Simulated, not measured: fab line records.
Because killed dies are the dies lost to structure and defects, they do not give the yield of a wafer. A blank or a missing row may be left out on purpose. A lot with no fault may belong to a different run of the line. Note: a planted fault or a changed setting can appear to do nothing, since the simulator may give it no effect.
Which tool is to blame? | flow sky130 | 14 lots, 39 wafers sampled, at 5 steps of a route of 708

== WHAT THE GAUGES READ, wafer by wafer ==
Not one reading of a measure or inspect step in the record can be checked against a usual standard deviation.

== WHICH TOOL RAN EACH LOT (tool, then ch and the chambers of the sampled wafers, then the start) ==
lot  | SKY_LI_CONTACT_ETCH_14             | SKY_LI_CONTACT_SPUTTER_19    | SKY_LOCAL_INTERCONNECT_SPUTTER_00 | SKY_LOCAL_INTERCONNECT_METAL_ETCH_14 | SKY_LOCAL_INTERCONNECT_STRIP_15
L887 | rie-diel-02 ch 2,3, day 29 10:26   | pvd-sputter-04, day 29 10:53 | pvd-sputter-04, day 29 11:47      | rie-metal-04 ch 0,1, day 30 16:19    | plasma-asher-02 ch 0,1, day 30 16:22
L888 | rie-diel-03 ch 0,1, day 29 19:56   | pvd-sputter-04, day 29 20:23 | pvd-sputter-02, day 29 21:07      | rie-metal-01 ch 0,1, day 31 01:35    | plasma-asher-03 ch 0,1, day 31 01:39
L889 | rie-diel-01 ch 0,2,3, day 30 01:08 | pvd-sputter-02, day 30 01:34 | pvd-sputter-04, day 30 02:18      | rie-metal-01 ch 0,1, day 31 06:18    | plasma-asher-01 ch 0, day 31 06:21
L890 | rie-diel-01 ch 0,3, day 30 22:41   | pvd-sputter-04, day 30 23:07 | pvd-sputter-02, day 30 23:51      | rie-metal-04 ch 0,1, day 32 04:17    | plasma-asher-01 ch 0,1, day 32 04:21
L891 | rie-diel-01 ch 1,3, day 32 00:11   | pvd-sputter-01, day 32 00:47 | pvd-sputter-04, day 32 01:40      | rie-metal-01 ch 0,1, day 33 05:39    | plasma-asher-01 ch 1, day 33 05:42
L893 | rie-diel-03 ch 0,1,3, day 32 07:59 | pvd-sputter-01, day 32 08:25 | pvd-sputter-02, day 32 09:24      | rie-metal-01 ch 0,1, day 33 13:03    | plasma-asher-01 ch 0,1, day 33 13:06
L895 | rie-diel-02 ch 2, day 33 01:34     | pvd-sputter-04, day 33 02:03 | pvd-sputter-04, day 33 02:51      | rie-metal-01 ch 0, day 34 05:10      | plasma-asher-01 ch 0, day 34 05:16
L900 | rie-diel-02 ch 2,3, day 33 19:23   | pvd-sputter-02, day 33 19:48 | pvd-sputter-03, day 33 20:32      | rie-metal-04 ch 0,1, day 34 23:23    | plasma-asher-02 ch 0,1, day 34 23:26
L899 | rie-diel-01 ch 1,2, day 33 23:38   | pvd-sputter-04, day 34 00:04 | pvd-sputter-02, day 34 00:49      | rie-metal-01 ch 0, day 35 04:05      | plasma-asher-02 ch 0, day 35 04:09
L901 | rie-diel-01 ch 1,2, day 34 18:02   | pvd-sputter-02, day 34 18:28 | pvd-sputter-03, day 34 19:13      | rie-metal-02 ch 0,1, day 35 22:37    | plasma-asher-03 ch 0,1, day 35 22:40
L904 | rie-diel-02 ch 1,2, day 35 05:14   | pvd-sputter-04, day 35 05:41 | pvd-sputter-03, day 35 06:25      | rie-metal-04 ch 0,1, day 36 10:14    | plasma-asher-01 ch 0,1, day 36 10:17
L905 | rie-diel-01 ch 1,3, day 35 09:56   | pvd-sputter-02, day 35 10:21 | pvd-sputter-04, day 35 11:05      | rie-metal-04 ch 0,1, day 36 14:16    | plasma-asher-01 ch 0,1, day 36 14:19
L906 | rie-diel-02 ch 1,2, day 35 11:26   | pvd-sputter-02, day 35 11:52 | pvd-sputter-03, day 35 12:36      | rie-metal-02 ch 0,1, day 36 15:19    | plasma-asher-01 ch 0,1, day 36 15:22
L910 | rie-diel-01 ch 0,1,2, day 36 15:50 | pvd-sputter-01, day 36 16:17 | pvd-sputter-03, day 36 17:09      | rie-metal-02 ch 0,1, day 37 18:37    | plasma-asher-02 ch 0,1, day 37 18:41
- SKY_LI_CONTACT_ETCH_14: etches BARC in N2/H2, stops on SiO2, time 45.9 s, target depth 60 nm.
- SKY_LI_CONTACT_SPUTTER_19: material Ti, target thk 20 nm, time 106.37 s.
- SKY_LOCAL_INTERCONNECT_SPUTTER_00: material TiN, target thk 100 nm, time 83.3 s.
- SKY_LOCAL_INTERCONNECT_METAL_ETCH_14: etches TiN in Cl2/BCl3, stops on PSG, target depth 110 nm, time 31.4 s.
- SKY_LOCAL_INTERCONNECT_STRIP_15: strips in O2/N2.

== WHAT THE TOOLS THEMSELVES READ (means of the sampled wafers that have a number; where no wafer has one, the mark that the record gives instead) ==
SKY_LI_CONTACT_ETCH_14. Usual: drypump-motor-current-A 5.7 A, standard deviation 0.49; oes-product-au 0.855 a.u., standard deviation 0.0045; rf-fwd-power-W 495.2 W, standard deviation 2.1; throttle-valve-pct 13.224 %, standard deviation 0.0086.
lot  | tool        | drypump-motor-current-A (A) | oes-product-au (a.u.) | rf-fwd-power-W (W) | throttle-valve-pct (%) | flag
L887 | rie-diel-02 | 5.9                         | 0.857                 | 496.5              | 13.227                 |
L888 | rie-diel-03 | 5.7                         | 0.855                 | 497.7              | 13.222                 |
L889 | rie-diel-01 | 5.5                         | 0.855                 | 494.0              | 13.225                 |
L890 | rie-diel-01 | 5.7                         | 0.857                 | 493.5              | 13.217                 |
L891 | rie-diel-01 | 5.9                         | 0.854                 | 495.8              | 13.222                 |
L893 | rie-diel-03 | 5.6                         | 0.858                 | 494.8              | 13.220                 |
L895 | rie-diel-02 | 5.5                         | 0.853                 | 493.9              | 13.224                 |
L900 | rie-diel-02 | 6.4                         | 0.853                 | 494.3              | 13.230                 |
L899 | rie-diel-01 | 5.6                         | 0.856                 | 494.4              | 13.225                 |
L901 | rie-diel-01 | 5.6                         | 0.853                 | 494.6              | 13.220                 |
L904 | rie-diel-02 | 5.5                         | 0.851                 | 495.6              | 13.215                 |
L905 | rie-diel-01 | 5.9                         | 0.851                 | 497.0              | 13.222                 |
L906 | rie-diel-02 | 5.5                         | 0.855                 | 493.4              | 13.216                 |
L910 | rie-diel-01 | 5.4                         | 0.860                 | 493.8              | 13.233                 |

SKY_LI_CONTACT_SPUTTER_19. Usual: chamber-pressure-pa 5.000 Pa, standard deviation 0.0094; throttle-valve-pct 30.3 %, standard deviation 1.4.
lot  | tool           | chamber-pressure-pa (Pa) | throttle-valve-pct (%) | flag
L887 | pvd-sputter-04 | 4.995                    | 30.5                   |
L888 | pvd-sputter-04 | 5.003                    | 31.2                   |
L889 | pvd-sputter-02 | 5.007                    | 30.6                   |
L890 | pvd-sputter-04 | 5.005                    | 31.6                   |
L891 | pvd-sputter-01 | 5.006                    | 29.4                   |
L893 | pvd-sputter-01 | 5.001                    | 30.4                   |
L895 | pvd-sputter-04 | 4.996                    | 29.0                   |
L900 | pvd-sputter-02 | 4.994                    | 29.6                   |
L899 | pvd-sputter-04 | 4.995                    | 28.9                   |
L901 | pvd-sputter-02 | 5.008                    | 31.0                   |
L904 | pvd-sputter-04 | 4.992                    | 29.7                   |
L905 | pvd-sputter-02 | 4.998                    | 29.9                   |
L906 | pvd-sputter-02 | 5.002                    | 30.6                   |
L910 | pvd-sputter-01 | 4.992                    | 29.8                   |

SKY_LOCAL_INTERCONNECT_SPUTTER_00. Usual: chamber-pressure-pa 0.4000 Pa, standard deviation 0.00077; throttle-valve-pct 30.2 %, standard deviation 1.4.
lot  | tool           | chamber-pressure-pa (Pa) | throttle-valve-pct (%) | flag
L887 | pvd-sputter-04 | 0.4004                   | 30.9                   |
L888 | pvd-sputter-02 | 0.3993                   | 30.2                   |
L889 | pvd-sputter-04 | 0.4000                   | 30.0                   |
L890 | pvd-sputter-02 | 0.4007                   | 31.0                   |
L891 | pvd-sputter-04 | 0.3992                   | 32.4                   |
L893 | pvd-sputter-02 | 0.3997                   | 31.0                   |
L895 | pvd-sputter-04 | 0.4014                   | 29.1                   |
L900 | pvd-sputter-03 | 0.4000                   | 28.6                   |
L899 | pvd-sputter-02 | 0.4004                   | 30.4                   |
L901 | pvd-sputter-03 | 0.4001                   | 29.3                   |
L904 | pvd-sputter-03 | 0.4004                   | 28.6                   |
L905 | pvd-sputter-04 | 0.4000                   | 31.0                   |
L906 | pvd-sputter-03 | 0.3998                   | 30.7                   |
L910 | pvd-sputter-03 | 0.4002                   | 29.2                   |

SKY_LOCAL_INTERCONNECT_METAL_ETCH_14. Usual: drypump-motor-current-A 5.7 A, standard deviation 0.58; oes-product-au 0.942 a.u., standard deviation 0.007; rf-fwd-power-W 888 W, standard deviation 3.6; throttle-valve-pct 21.901 %, standard deviation 0.0092.
lot  | tool         | drypump-motor-current-A (A) | oes-product-au (a.u.) | rf-fwd-power-W (W) | throttle-valve-pct (%) | flag
L887 | rie-metal-04 | 6.1                         | 0.942                 | 885                | 21.896                 |
L888 | rie-metal-01 | 6.2                         | 0.944                 | 892                | 21.903                 |
L889 | rie-metal-01 | 6.2                         | 0.943                 | 886                | 21.908                 |
L890 | rie-metal-04 | 5.8                         | 0.942                 | 884                | 21.898                 |
L891 | rie-metal-01 | 5.8                         | 0.952                 | 887                | 21.895                 |
L893 | rie-metal-01 | 6.2                         | 0.946                 | 889                | 21.902                 |
L895 | rie-metal-01 | 6.5                         | 0.940                 | 888                | 21.901                 |
L900 | rie-metal-04 | 5.8                         | 0.934                 | 884                | 21.907                 |
L899 | rie-metal-01 | 6.5                         | 0.948                 | 888                | 21.900                 |
L901 | rie-metal-02 | 5.1                         | 0.939                 | 888                | 21.903                 |
L904 | rie-metal-04 | 6.1                         | 0.934                 | 883                | 21.913                 |
L905 | rie-metal-04 | 5.8                         | 0.940                 | 885                | 21.902                 |
L906 | rie-metal-02 | 5.1                         | 0.938                 | 889                | 21.900                 |
L910 | rie-metal-02 | 4.9                         | 0.942                 | 889                | 21.894                 |

SKY_LOCAL_INTERCONNECT_STRIP_15. Usual: drypump-motor-current-A 5.94 A, standard deviation 0.28; oes-product-au 0.427 a.u., standard deviation 0.0046; strip-time-to-endpoint-s 4.723 s, standard deviation 0.019.
lot  | tool            | drypump-motor-current-A (A) | oes-product-au (a.u.) | strip-time-to-endpoint-s (s) | flag
L887 | plasma-asher-02 | 5.79                        | 0.425                 | 4.715                        |
L888 | plasma-asher-03 | 5.70                        | 0.423                 | 4.723                        |
L889 | plasma-asher-01 | 6.32                        | 0.434                 | 4.696                        |
L890 | plasma-asher-01 | 6.16                        | 0.425                 | 4.717                        |
L891 | plasma-asher-01 | 5.79                        | 0.428                 | 4.711                        |
L893 | plasma-asher-01 | 5.97                        | 0.422                 | 4.720                        |
L895 | plasma-asher-01 | 6.31                        | 0.422                 | 4.564                        | OFF
L900 | plasma-asher-02 | 5.80                        | 0.426                 | 4.742                        |
L899 | plasma-asher-02 | 5.92                        | 0.416                 | 4.565                        | OFF
L901 | plasma-asher-03 | 5.56                        | 0.425                 | 4.717                        |
L904 | plasma-asher-01 | 6.15                        | 0.426                 | 4.726                        |
L905 | plasma-asher-01 | 6.15                        | 0.428                 | 4.733                        |
L906 | plasma-asher-01 | 6.15                        | 0.428                 | 4.721                        |
L910 | plasma-asher-02 | 5.83                        | 0.426                 | 4.734                        |

== THE ANSWER, worked out from the rows above alone ==
Rule: take the mean of a lot's wafers that have a number; if it is more than 3 standard deviations from the usual mean, the lot is off. Also off: a lot with no number at a reading for which 4 or more lots have one. All remaining lots with rows at the step are treated as sound. The gauges are gone through in route order, then the tools' own readings, and for those a lot's mean is taken as printed above. At the first step where some lot is off, the reading lying furthest off is the one used; lots without a number count as furthest.
Off, at SKY_LOCAL_INTERCONNECT_STRIP_15 on strip-time-to-endpoint-s: L895, L899.
If a tool, at that step or one of the process steps before it, ran each lot that is off and ran no sound lot following the first of them, it fits. One fits: SKY_LOCAL_INTERCONNECT_METAL_ETCH_14 on rie-metal-01. A fault onset in the window from L893 (day 33 13:03, its last sound lot) to L895 (day 34 05:10, its first lot off) fits.

== WHAT THE SIMULATOR PUT IN ==
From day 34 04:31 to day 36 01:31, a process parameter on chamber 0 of rie-metal-01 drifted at SKY_LOCAL_INTERCONNECT_METAL_ETCH_14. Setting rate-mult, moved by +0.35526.
Struck lots among those shown: L895, L899. Same finding as the rule above.
